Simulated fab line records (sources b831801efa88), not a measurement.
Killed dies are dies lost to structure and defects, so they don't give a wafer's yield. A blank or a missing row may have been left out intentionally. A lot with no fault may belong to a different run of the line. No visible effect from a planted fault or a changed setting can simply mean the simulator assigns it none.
A struck lot beside a sound one ; flow sky130 ; 30 steps out of a route of 708
Sound: wafers L388.1, L388.5, L388.6. Struck: wafers L395.4, L395.5, L395.6. The cause is named last.
Order at every step that has rows: each side's tool, ch and its chambers, its first start. Under that, the readings that differ: sound wafers ; struck wafers ; difference of the means ; sigmas: that difference in standard deviations of wafers without a fault.
alike: a reading whose means differ by less than 2 such deviations, as well as words and numbers matching on both sides. not compared: withheld readings; readings where some wafer has no value; bounds like >300 that might hide an equal value; numbers whose values overlap and for which the record gives no deviation.
A row with sigmas, a row that says differs or no value, or rows on one side alone: a step with any of these is where the two part. Numbers that have no deviation but don't overlap get no sigmas and don't part them. A reading that every wafer of one side lacks parts them only if that side has two wafers or more.

SKY_PWDE_OVL_MEAS_07:
  sound on overlay-01 at day 5 22:17; struck on overlay-01 at day 8 10:26
  alike: PWDE_OVL
after that, 1 step had no rows for these wafers: SKY_PWDE_IMPLANT_08.
SKY_PWDE_STRIP_09: strips in O2/N2.
  sound on plasma_asher-03 ch 0,1, day 5 22:28; struck on plasma_asher-03 ch 0,1, day 8 10:38
  alike: drypump_motor_current_A, n2_flow_sccm, o2_flow_sccm, oes_product_au, strip_time_to_endpoint_s
  not compared: rf_hours_counter_h
SKY_PWDE_TW_MEAS_10:
  sound on film_metro-04 at day 5 22:34; struck on film_metro-04 at day 8 10:44
  alike: PWDE_TW
then, 7 steps without rows for these wafers: SKY_NWELL_DEHYDRATE_03 (time 60 s); SKY_NWELL_HMDS_04 (prime time 60 s); SKY_NWELL_COAT_05 (resist thk 3000 nm); SKY_NWELL_SOFTBAKE_06; SKY_NWELL_EXPOSE_07 (exposes mask NWM, target cd 840 nm); SKY_NWELL_PEB_08; SKY_NWELL_DEVELOP_09 (develop time 60 s).
SKY_NWELL_OVL_MEAS_10:
  sound on overlay-01 at day 6 15:04; struck on overlay-02 at day 9 07:36
  alike: NWELL_00_OVL
SKY_NWELL_IMPLANT_11:
  sound on implanter-02 ch 0, day 6 15:08; struck on implanter-01 ch 0, day 9 07:41
reading;sound;struck;difference;sigmas
dose_ions_cm2;1.9003e+13 1.9034e+13 1.8995e+13;1.1719e+13 1.175e+13 1.1734e+13;-7.2763e+12;-99 or more
faraday_current_uA;109.2 102.7 107.7;66.3 65.4 66.6;-40.4;-18
  alike: beam_on_s, end_station_pressure_torr
then, 2 steps without rows for these wafers: SKY_NWELL_IMPLANT_12; SKY_NWELL_IMPLANT_13.
SKY_NWELL_STRIP_14: strips in O2/N2.
  sound on plasma_asher-02 ch 0,1, day 6 15:35; struck on plasma_asher-04 ch 0,1, day 9 08:06
  alike: drypump_motor_current_A, n2_flow_sccm, o2_flow_sccm, oes_product_au, strip_time_to_endpoint_s
  not compared: rf_hours_counter_h
SKY_NWELL_TW_MEAS_15:
  sound on film_metro-04 at day 6 15:41; struck on film_metro-01 at day 9 08:26
reading;sound;struck;difference;sigmas
NWELL_TW;1811 1801 1815;1556 1562 1562;-249;-21
  not compared: hold
then, 6 steps without rows for these wafers: SKY_NWELL_HMDS_17 (prime time 60 s); SKY_NWELL_COAT_18 (resist thk 3000 nm); SKY_NWELL_SOFTBAKE_19; SKY_NWELL_EXPOSE_20 (exposes mask NWM COMPLEMENT, target cd 840 nm); SKY_NWELL_PEB_21; SKY_NWELL_DEVELOP_22 (develop time 60 s).
SKY_NWELL_OVL_MEAS_23:
  sound on overlay-01 at day 7 10:14; struck on overlay-02 at day 10 04:43
  alike: NWELL_01_OVL
after that, 1 step had no rows for these wafers: SKY_NWELL_IMPLANT_24.
SKY_NWELL_STRIP_25: strips in O2/N2.
  sound on plasma_asher-04 ch 0,1, day 7 10:25; struck on plasma_asher-04 ch 0,1, day 10 04:55
  alike: drypump_motor_current_A, n2_flow_sccm, o2_flow_sccm, oes_product_au, strip_time_to_endpoint_s
  not compared: rf_hours_counter_h
SKY_NWELL_TW_MEAS_26:
  sound on film_metro-02 at day 7 10:31; struck on film_metro-02 at day 10 05:01
  alike: NWELL_2_TW
then, 1 step without rows for these wafers: SKY_NWELL_CLEAN_27 (cleans in SC1/SC2, time 150 s).
SKY_NWELL_RTA_28: time 30 s.
  sound on rtp_anneal-02 ch 0, day 7 10:38; struck on rtp_anneal-01 ch 0, day 10 05:09
  alike: anneal_temp_c_max, lamp_power_pct, wafer_temp_C_max
SKY_NWELL_RS_MEAS_29: measurement is done with a four-point probe.
  sound on film_metro-02 at day 7 10:44; struck on film_metro-04 at day 10 05:37
reading;sound;struck;difference;sigmas
NWELL_RS (ohm/sq);626.9 625.5 625.3;811.4 810.2 810.1;+184.7;+97
  not compared: hold

WHERE THEY PART
Last at SKY_NWELL_RS_MEAS_29 as far as this record goes, first at SKY_NWELL_IMPLANT_11.

WHY: the cause the simulator had injected
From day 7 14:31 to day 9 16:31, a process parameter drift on implanter-01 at SKY_NWELL_IMPLANT_11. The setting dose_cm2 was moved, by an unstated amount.
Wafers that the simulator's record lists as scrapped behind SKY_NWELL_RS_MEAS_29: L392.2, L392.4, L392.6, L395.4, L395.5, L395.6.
